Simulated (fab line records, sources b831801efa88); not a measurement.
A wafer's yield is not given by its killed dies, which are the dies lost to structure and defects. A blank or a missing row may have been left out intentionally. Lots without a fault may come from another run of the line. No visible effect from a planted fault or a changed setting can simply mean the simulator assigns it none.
Which tool did it? | flow sky130 | Sampling: 24 lots, 72 wafers, 6 of 708 route steps

== WHAT THE GAUGES READ, wafer by wafer ==
SKY_LI_CONTACT_THK_MEAS_23: measures by xrf.
lot  | measured     | on            | LI_CONTACT_W_THK (nm)
L074 | day 30 13:22 | film metro-04 | 417 413 413
L075 | day 30 12:55 | film metro-02 | 410 409 415
L076 | day 30 23:49 | film metro-04 | 412 420 417
L077 | day 31 02:49 | film metro-03 | 406 409 410
L078 | day 31 11:05 | film metro-04 | 421 417 416
L079 | day 31 21:50 | film metro-02 | 409 415 411
L080 | day 32 04:15 | film metro-03 | 401 402 403
L081 | day 32 11:44 | film metro-02 | 412 413 419
L082 | day 32 16:49 | film metro-04 | 411 423 427
L083 | day 32 18:31 | film metro-04 | 422 422 425
L084 | day 33 05:02 | film metro-02 | 409 423 412
L085 | day 33 13:05 | film metro-04 | 420 426 417
L086 | day 34 08:34 | film metro-04 | 413 416 413
L087 | day 34 09:17 | film metro-02 | 408 421 419
L088 | day 34 18:07 | film metro-03 | 402 404 405
L089 | day 34 18:30 | film metro-02 | 413 409 413
L090 | day 34 22:20 | film metro-04 | 410 411 411
L091 | day 35 11:11 | film metro-02 | 415 412 417
L092 | day 35 14:55 | film metro-03 | 410 405 413
L093 | day 36 00:53 | film metro-04 | 416 415 415
L094 | day 36 06:23 | film metro-03 | 418 405 403
L095 | day 36 21:52 | film metro-04 | 414 415 418
L096 | day 37 00:25 | film metro-04 | 421 421 419
L097 | day 37 04:43 | film metro-02 | 420 417 416

SKY_METAL1_OVL_MEAS_16.
lot  | measured     | on         | METAL1_OVL (nm)
L074 | day 34 05:16 | overlay-02 | 4 8 0
L075 | day 34 03:46 | overlay-02 | -5 -9 -6
L076 | day 34 14:58 | overlay-01 | -4 -10 -8
L077 | day 34 16:44 | overlay-01 | -6 2 1
L078 | day 35 02:31 | overlay-01 | -3 -7 -7
L079 | day 35 11:41 | overlay-01 | -8 -4 0
L080 | day 35 16:25 | overlay-01 | 1 3 1
L081 | day 36 01:16 | overlay-02 | -1 4 5
L082 | day 36 04:22 | overlay-02 | -1 0 -3
L083 | day 36 08:31 | overlay-02 | -3 -7 -3
L084 | day 36 20:31 | overlay-01 | -3 -2 -3
L085 | day 37 02:14 | overlay-01 | 0 9 5
L086 | day 37 23:31 | overlay-02 | -2 -2 6
L087 | day 38 00:13 | overlay-01 | -12 -8 -9
L088 | day 38 06:09 | overlay-01 | 12 8 8
L089 | day 38 07:17 | overlay-02 | 4 6 3
L090 | day 38 12:28 | overlay-01 | -6 -6 -6
L091 | day 38 23:11 | overlay-02 | 5 0 -1
L092 | day 39 02:36 | overlay-02 | 0 -3 -2
L093 | day 39 12:32 | overlay-01 | -3 -9 -8
L094 | day 39 17:12 | overlay-02 | -5 -9 -10
L095 | day 40 08:27 | overlay-01 | -10 -14 -14
L096 | day 40 10:49 | overlay-01 | -3 6 2
L097 | day 40 14:53 | overlay-01 | -1 -3 2

SKY_METAL5_THK_MEAS_06: measures by xrf.
lot  | measured     | on            | METAL5_ALCU_THK (nm)
L074 | day 44 06:17 | film metro-02 | 1160 1169 1168
L075 | day 44 05:19 | film metro-02 | 1158 1185 1198
L076 | day 44 17:29 | film metro-04 | 1163 1182 1152
L077 | day 44 17:47 | film metro-04 | 1190 1181 1199
L078 | day 45 03:53 | film metro-01 | 1128 1159 1151
L079 | day 45 08:48 | film metro-01 | 1152 1155 1175
L080 | day 45 16:01 | film metro-01 | 1151 1160 1165
L081 | day 45 23:19 | film metro-02 | 1143 1135 1134
L082 | day 46 01:11 | film metro-04 | 1162 1192 1169
L083 | day 46 05:38 | film metro-02 | 1167 1139 1151
L084 | day 46 10:49 | film metro-04 | 1171 1152 1163
L085 | day 46 18:22 | film metro-04 | 1147 1145 1154
L086 | day 47 10:02 | film metro-01 | 1179 1189 1169
L087 | day 47 10:02 | film metro-02 | 1181 1173 1177
L088 | day 47 14:43 | film metro-04 | 1182 1189 1181
L089 | day 47 16:43 | film metro-01 | 1152 1163 1145
L090 | day 47 21:00 | film metro-01 | 1145 1159 1161
L091 | day 48 04:56 | film metro-02 | 1161 1167 1168
L092 | day 48 06:39 | film metro-04 | 1176 1172 1166
L093 | day 48 16:23 | film metro-01 | 1141 1132 1139
L094 | day 48 19:31 | film metro-04 | 1171 1180 1181
L095 | day 49 07:46 | film metro-01 | 1157 1153 1157
L096 | day 49 10:19 | film metro-02 | 1139 1136 1133
L097 | day 49 14:23 | film metro-01 | 1147 1154 1130

== EACH LOT AND THE TOOL THAT RAN IT (in order: tool; ch and the chambers of the sampled wafers; start) ==
lot  | SKY_PWDE_STRIP_09                   | SKY_LOCAL_INTERCONNECT_STRIP_15      | SKY_METAL4_SPUTTER_04
L074 | plasma asher-04 ch 0, day 4 08:13   | plasma asher-02 ch 0,1, day 31 18:43 | pvd sputter-03, day 41 02:52
L075 | plasma asher-02 ch 0,1, day 4 08:34 | plasma asher-02 ch 0,1, day 31 18:22 | pvd sputter-02, day 41 01:56
L076 | plasma asher-01 ch 0,1, day 4 15:44 | plasma asher-03 ch 0,1, day 32 05:29 | pvd sputter-02, day 41 15:09
L077 | plasma asher-01 ch 0,1, day 4 18:15 | plasma asher-03 ch 0,1, day 32 08:15 | pvd sputter-01, day 41 15:55
L078 | plasma asher-04 ch 0,1, day 4 23:59 | plasma asher-02 ch 0,1, day 32 16:32 | pvd sputter-01, day 42 02:10
L079 | plasma asher-01 ch 0,1, day 5 08:04 | plasma asher-03 ch 0,1, day 33 01:43 | pvd sputter-01, day 42 08:50
L080 | plasma asher-01 ch 0,1, day 5 11:02 | plasma asher-03 ch 0,1, day 33 08:16 | pvd sputter-01, day 42 14:02
L081 | plasma asher-04 ch 0, day 5 16:50   | plasma asher-02 ch 1, day 33 16:04   | pvd sputter-01, day 42 22:44
L082 | plasma asher-04 ch 0,1, day 6 00:41 | plasma asher-01 ch 0,1, day 33 21:01 | pvd sputter-03, day 43 01:22
L083 | plasma asher-04 ch 1, day 6 01:29   | plasma asher-03 ch 1, day 33 22:19   | pvd sputter-03, day 43 06:25
L084 | plasma asher-04 ch 0,1, day 6 07:49 | plasma asher-02 ch 0,1, day 34 09:31 | pvd sputter-02, day 43 12:22
L085 | plasma asher-04 ch 0,1, day 6 12:10 | plasma asher-03 ch 0,1, day 34 16:27 | pvd sputter-02, day 43 19:01
L086 | plasma asher-01 ch 0,1, day 6 23:41 | plasma asher-01 ch 0,1, day 35 12:13 | pvd sputter-03, day 44 14:05
L087 | plasma asher-02 ch 0,1, day 7 01:56 | plasma asher-02 ch 0,1, day 35 13:31 | pvd sputter-01, day 44 13:45
L088 | plasma asher-04 ch 0,1, day 7 08:20 | plasma asher-02 ch 0,1, day 35 22:16 | pvd sputter-03, day 44 18:01
L089 | plasma asher-04 ch 0,1, day 7 08:41 | plasma asher-01 ch 0,1, day 35 22:16 | pvd sputter-03, day 44 19:43
L090 | plasma asher-02 ch 0,1, day 7 15:01 | plasma asher-01 ch 0,1, day 36 02:10 | pvd sputter-01, day 45 01:13
L091 | plasma asher-04 ch 0,1, day 7 20:46 | plasma asher-01 ch 0,1, day 36 14:52 | pvd sputter-03, day 45 09:31
L092 | plasma asher-01 ch 0,1, day 8 03:08 | plasma asher-02 ch 0, day 36 20:13   | pvd sputter-03, day 45 12:15
L093 | plasma asher-02 ch 0, day 8 06:58   | plasma asher-03 ch 0,1, day 37 03:52 | pvd sputter-03, day 45 23:10
L094 | plasma asher-04 ch 0,1, day 8 15:35 | plasma asher-03 ch 0,1, day 37 09:22 | pvd sputter-01, day 46 01:22
L095 | plasma asher-04 ch 0,1, day 9 04:13 | plasma asher-01 ch 0,1, day 38 01:13 | pvd sputter-02, day 46 16:17
L096 | plasma asher-02 ch 0,1, day 9 06:10 | plasma asher-03 ch 0,1, day 38 03:40 | pvd sputter-01, day 46 17:33
L097 | plasma asher-01 ch 0,1, day 9 10:46 | plasma asher-02 ch 0,1, day 38 07:57 | pvd sputter-02, day 46 21:45
- SKY_PWDE_STRIP_09: strips in O2/N2.
- SKY_LOCAL_INTERCONNECT_STRIP_15: strips in O2/N2.
- SKY_METAL4_SPUTTER_04: material TiN, target thk 70 nm, time 58.3 s.

== AS READ BY THE TOOLS THEMSELVES (means over the sampled wafers that have a number; for cases with no such wafer, the mark the record gives instead) ==
SKY_PWDE_STRIP_09.
lot  | tool            | drypump motor current A (A) | n2 flow sccm (sccm) | oes product au (a.u.) | strip time to endpoint s (s)
L074 | plasma asher-04 | 6.2                         | 301.2               | 0.725                 | 36.86
L075 | plasma asher-02 | 6.1                         | 300.3               | 0.722                 | 36.99
L076 | plasma asher-01 | 5.5                         | 300.5               | 0.720                 | 37.06
L077 | plasma asher-01 | 5.2                         | 299.9               | 0.725                 | 36.87
L078 | plasma asher-04 | 5.9                         | 300.6               | 0.724                 | 37.11
L079 | plasma asher-01 | 5.2                         | 299.1               | 0.720                 | 37.05
L080 | plasma asher-01 | 5.2                         | 299.2               | 0.720                 | 36.89
L081 | plasma asher-04 | 6.2                         | 299.5               | 0.722                 | 36.87
L082 | plasma asher-04 | 6.0                         | 299.5               | 0.722                 | 36.83
L083 | plasma asher-04 | 5.7                         | 300.3               | 0.718                 | 36.83
L084 | plasma asher-04 | 6.0                         | 300.2               | 0.722                 | 36.88
L085 | plasma asher-04 | 6.0                         | 299.7               | 0.724                 | 36.84
L086 | plasma asher-01 | 5.5                         | 299.2               | 0.722                 | 36.91
L087 | plasma asher-02 | 6.1                         | 300.0               | 0.718                 | 37.05
L088 | plasma asher-04 | 6.0                         | 300.1               | 0.721                 | 36.90
L089 | plasma asher-04 | 6.0                         | 300.6               | 0.719                 | 36.87
L090 | plasma asher-02 | 6.1                         | 299.7               | 0.721                 | 36.82
L091 | plasma asher-04 | 5.8                         | 301.2               | 0.724                 | 36.90
L092 | plasma asher-01 | 5.5                         | 299.3               | 0.721                 | 36.82
L093 | plasma asher-02 | 5.7                         | 299.0               | 0.723                 | 37.00
L094 | plasma asher-04 | 5.8                         | 300.4               | 0.728                 | 36.79
L095 | plasma asher-04 | 5.9                         | 301.5               | 0.724                 | 36.83
L096 | plasma asher-02 | 5.9                         | 299.1               | 0.721                 | 36.91
L097 | plasma asher-01 | 5.5                         | 299.8               | 0.728                 | 36.98

SKY_LOCAL_INTERCONNECT_STRIP_15.
lot  | tool            | drypump motor current A (A) | n2 flow sccm (sccm) | oes product au (a.u.) | strip time to endpoint s (s)
L074 | plasma asher-02 | 5.9                         | 299.9               | 0.429                 | 4.727
L075 | plasma asher-02 | 6.1                         | 299.0               | 0.427                 | 4.707
L076 | plasma asher-03 | 5.7                         | 300.1               | 0.423                 | 4.700
L077 | plasma asher-03 | 5.7                         | 299.2               | 0.425                 | 4.702
L078 | plasma asher-02 | 5.9                         | 299.5               | 0.426                 | 4.706
L079 | plasma asher-03 | 5.7                         | 299.2               | 0.425                 | 4.697
L080 | plasma asher-03 | 5.6                         | 300.8               | 0.429                 | 4.724
L081 | plasma asher-02 | 6.3                         | 299.8               | 0.424                 | 4.695
L082 | plasma asher-01 | 5.2                         | 300.6               | 0.426                 | 4.707
L083 | plasma asher-03 | 5.6                         | 300.0               | 0.430                 | 4.694
L084 | plasma asher-02 | 6.2                         | 298.9               | 0.425                 | 4.699
L085 | plasma asher-03 | 5.6                         | 301.0               | 0.425                 | 4.710
L086 | plasma asher-01 | 5.2                         | 300.4               | 0.428                 | 4.713
L087 | plasma asher-02 | 5.9                         | 299.6               | 0.425                 | 4.724
L088 | plasma asher-02 | 5.9                         | 299.4               | 0.427                 | 4.697
L089 | plasma asher-01 | 5.2                         | 299.7               | 0.425                 | 4.727
L090 | plasma asher-01 | 5.5                         | 300.8               | 0.425                 | 4.717
L091 | plasma asher-01 | 5.2                         | 299.6               | 0.425                 | 4.716
L092 | plasma asher-02 | 5.7                         | 299.2               | 0.425                 | 4.700
L093 | plasma asher-03 | 5.6                         | 300.7               | 0.428                 | 4.707
L094 | plasma asher-03 | 5.6                         | 300.3               | 0.430                 | 4.719
L095 | plasma asher-01 | 5.2                         | 299.3               | 0.424                 | 4.719
L096 | plasma asher-03 | 5.7                         | 300.7               | 0.425                 | 4.714
L097 | plasma asher-02 | 5.9                         | 301.1               | 0.430                 | 4.714

SKY_METAL4_SPUTTER_04.
lot  | tool           | chamber pressure pa (Pa) | throttle valve pct (%)
L074 | pvd sputter-03 | 0.4006                   | 29.5
L075 | pvd sputter-02 | 0.4010                   | 30.2
L076 | pvd sputter-02 | 0.4003                   | 30.3
L077 | pvd sputter-01 | 0.4006                   | 29.7
L078 | pvd sputter-01 | 0.4000                   | 30.2
L079 | pvd sputter-01 | 0.4000                   | 30.7
L080 | pvd sputter-01 | 0.3997                   | 30.2
L081 | pvd sputter-01 | 0.4001                   | 29.3
L082 | pvd sputter-03 | 0.4008                   | 30.4
L083 | pvd sputter-03 | 0.4002                   | 30.0
L084 | pvd sputter-02 | 0.4002                   | 30.0
L085 | pvd sputter-02 | 0.4012                   | 30.5
L086 | pvd sputter-03 | 0.3995                   | 30.5
L087 | pvd sputter-01 | 0.4003                   | 29.3
L088 | pvd sputter-03 | 0.3995                   | 30.8
L089 | pvd sputter-03 | 0.4008                   | 31.1
L090 | pvd sputter-01 | 0.4007                   | 30.2
L091 | pvd sputter-03 | 0.4000                   | 30.2
L092 | pvd sputter-03 | 0.4006                   | 30.0
L093 | pvd sputter-03 | 0.4002                   | 29.3
L094 | pvd sputter-01 | 0.3995                   | 31.1
L095 | pvd sputter-02 | 0.4005                   | 29.6
L096 | pvd sputter-01 | 0.3996                   | 29.7
L097 | pvd sputter-02 | 0.4000                   | 30.3

== THE ANSWER, worked out from the rows above alone ==
Rule: the usual values come from the lots themselves. The widest of any qualifying gaps counts: lots, ordered by their means at a reading, are off when they make up no more than a third of the lots, leave a main group of 4 or more, and stand apart from it by 3 or more times the standard deviation of that group's means. A main group is skipped when, at the precision printed for the reading in the tables above, its means are all equal. A lot without any number at a reading at which 4 lots or more have one is off too. The other lots that the step has rows for count as sound. First the gauges in route order, then the tools' own readings, where a lot's mean is used as printed above. At the first step where some lot is off, the reading lying furthest off is the one used; lots without a number count as furthest.
Across all readings shown, no lot is off: no conclusion can be drawn from this.

== WHAT HAD BEEN PUT IN BY THE SIMULATOR ==
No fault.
